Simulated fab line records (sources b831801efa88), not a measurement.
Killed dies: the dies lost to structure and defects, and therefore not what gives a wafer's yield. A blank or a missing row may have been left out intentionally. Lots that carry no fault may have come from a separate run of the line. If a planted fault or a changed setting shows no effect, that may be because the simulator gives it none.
Which tool did it? ; flow sky130 ; Sampling: 10 lots, 30 wafers, 6 of 708 route steps

## WHAT THE GAUGES SHOWED, per wafer
SKY_VIA3_OVL_MEAS_13.
lot;measured;on;VIA3_OVL (nm)
L447;day 40 01:54;overlay-02;-4 -6 7
L449;day 40 06:53;overlay-01;-10 -6 -6
L453;day 41 21:05;overlay-01;-4 3 -2
L454;day 42 06:00;overlay-01;-3 5 4
L455;day 42 14:50;overlay-01;2 0 3
L457;day 42 23:26;overlay-01;0 -2 -5
L459;day 43 12:53;overlay-02;-4 -1 -9
L461;day 43 19:44;overlay-02;-9 -7 -10
L460;day 43 21:42;overlay-01;-5 -7 -6
L462;day 44 06:14;overlay-01;-1 1 2

SKY_CAP2M_RS_MEAS_03: a four-point-probe measurement.
lot;measured;on;CAP2M_TIN_RS (ohm/sq)
L447;day 40 03:45;film-metro-03;7.00 6.97 7.01
L449;day 40 08:40;film-metro-02;6.83 6.77 6.80
L453;day 41 23:17;film-metro-04;6.88 6.90 6.88
L454;day 42 07:45;film-metro-04;6.92 6.90 6.94
L455;day 42 16:37;film-metro-03;6.92 6.91 6.93
L457;day 43 01:10;film-metro-03;6.87 6.83 6.81
L459;day 43 14:43;film-metro-04;7.05 6.99 7.10
L461;day 43 21:30;film-metro-02;6.56 6.54 6.58
L460;day 43 23:32;film-metro-04;6.52 6.52 6.49
L462;day 44 08:37;film-metro-04;6.55 6.50 6.54

SKY_CAP2M_THK_MEAS_04: measures by xrf.
lot;measured;on;CAP2M_TIN_THK (nm)
L447;day 40 03:52;film-metro-03;201.2 202.9 201.9
L449;day 40 08:47;film-metro-02;208.2 208.9 208.9
L453;day 41 23:24;film-metro-04;203.1 203.4 204.0
L454;day 42 07:52;film-metro-04;202.7 203.4 201.4
L455;day 42 16:44;film-metro-03;205.1 204.5 204.0
L457;day 43 01:17;film-metro-03;203.6 205.7 205.1
L459;day 43 14:50;film-metro-04;198.8 201.2 198.1
L461;day 43 21:37;film-metro-02;215.6 216.2 214.6
L460;day 43 23:38;film-metro-04;215.3 215.7 217.1
L462;day 44 08:44;film-metro-04;213.4 214.5 213.8

## TOOL THAT RAN EACH LOT (tool first, then ch and the chambers of the sampled wafers, then the start)
lot;SKY_VIA1_ETCH_15;SKY_VIA1_CVD_21;SKY_CAP2M_SPUTTER_02
L447;rie-diel-03 ch 1,2,3, day 34 08:49;cvd-w-01 ch 0,1, day 34 09:31;pvd-sputter-04, day 40 03:37
L449;rie-diel-03 ch 0,2,3, day 34 14:53;cvd-w-01 ch 0,1, day 34 15:38;pvd-sputter-01, day 40 08:34
L453;rie-diel-01 ch 1,2,3, day 36 08:03;cvd-w-02 ch 0,1, day 36 09:11;pvd-sputter-01, day 41 23:10
L454;rie-diel-02 ch 0,2,3, day 36 17:30;cvd-w-02 ch 0,1, day 36 18:14;pvd-sputter-01, day 42 07:37
L455;rie-diel-02 ch 0,2, day 37 03:11;cvd-w-02 ch 0, day 37 03:56;pvd-sputter-04, day 42 16:30
L457;rie-diel-03 ch 0,1,2, day 37 14:45;cvd-w-02 ch 0, day 37 15:29;pvd-sputter-01, day 43 01:04
L459;rie-diel-01 ch 0,1,3, day 38 05:15;cvd-w-01 ch 0,1, day 38 05:59;pvd-sputter-04, day 43 14:36
L461;rie-diel-01 ch 0,2,3, day 38 13:12;cvd-w-02 ch 0,1, day 38 13:54;pvd-sputter-01, day 43 21:23
L460;rie-diel-03 ch 1,2, day 38 13:51;cvd-w-02 ch 0,1, day 38 14:37;pvd-sputter-01, day 43 23:23
L462;rie-diel-02 ch 0,1,3, day 38 22:07;cvd-w-02 ch 0,1, day 38 22:48;pvd-sputter-01, day 44 08:31
- SKY_VIA1_ETCH_15: etches SiO2 in C4F8/O2/Ar, stops on TiN, target depth 351 nm, time 54 s.
- SKY_VIA1_CVD_21: deposits W, target thk 270 nm, time 80.902 s.
- SKY_CAP2M_SPUTTER_02: material TiN, target thk 200 nm, time 166.7 s.

## WHAT THE TOOLS THEMSELVES READ (means of the sampled wafers that have a number; where no wafer has one, the mark that the record gives instead)
SKY_VIA1_ETCH_15.
lot;tool;chamber-pressure-mTorr (mTorr);oes-product-au (a.u.)
L447;rie-diel-03;40.02;0.990
L449;rie-diel-03;39.97;0.984
L453;rie-diel-01;40.01;0.983
L454;rie-diel-02;40.04;0.977
L455;rie-diel-02;39.98;0.982
L457;rie-diel-03;39.97;0.983
L459;rie-diel-01;39.99;0.975
L461;rie-diel-01;39.98;0.986
L460;rie-diel-03;39.96;0.975
L462;rie-diel-02;40.02;0.983

SKY_VIA1_CVD_21.
lot;tool;heater-power-w (W)
L447;cvd-w-01;820
L449;cvd-w-01;819
L453;cvd-w-02;889
L454;cvd-w-02;893
L455;cvd-w-02;979
L457;cvd-w-02;968
L459;cvd-w-01;827
L461;cvd-w-02;896
L460;cvd-w-02;903
L462;cvd-w-02;902

SKY_CAP2M_SPUTTER_02.
lot;tool;throttle-valve-pct (%)
L447;pvd-sputter-04;30.7
L449;pvd-sputter-01;29.9
L453;pvd-sputter-01;30.5
L454;pvd-sputter-01;30.5
L455;pvd-sputter-04;30.8
L457;pvd-sputter-01;31.0
L459;pvd-sputter-04;31.0
L461;pvd-sputter-01;31.1
L460;pvd-sputter-01;30.1
L462;pvd-sputter-01;30.7

## THE ANSWER, worked out from the rows above alone
Rule: the usual values come from the lots themselves. The widest of any qualifying gaps counts: lots, ordered by their means at a reading, are off when they make up no more than a third of the lots, leave a main group of 4 or more, and stand apart from it by 3 or more times the standard deviation of that group's means. Not used: any main group whose means are identical at the precision the tables above print for the reading. Also off: a lot with no number at a reading for which 4 or more lots have one. All remaining lots with rows at the step are treated as sound. Order of review: gauges by route order, followed by the tools' own readings, for which a lot's mean as printed above is used. At the first step where some lot is off, the reading lying furthest off is the one used; lots without a number count as furthest.
Off: L461, L460, L462, at SKY_CAP2M_RS_MEAS_03 (CAP2M_TIN_RS). The main group: mean 6.91 ohm/sq, standard deviation 0.079.
A tool fits if, at a process step before that reading, it ran every lot that is off, and no sound lot after the first of them. The gauges at SKY_CAP2M_RS_MEAS_03 are tried like those tools. This does not decide it: 2 tools fit, namely cvd-w-02 at SKY_VIA1_CVD_21 and pvd-sputter-01 at SKY_CAP2M_SPUTTER_02.

## WHAT WAS PUT IN BY THE SIMULATOR
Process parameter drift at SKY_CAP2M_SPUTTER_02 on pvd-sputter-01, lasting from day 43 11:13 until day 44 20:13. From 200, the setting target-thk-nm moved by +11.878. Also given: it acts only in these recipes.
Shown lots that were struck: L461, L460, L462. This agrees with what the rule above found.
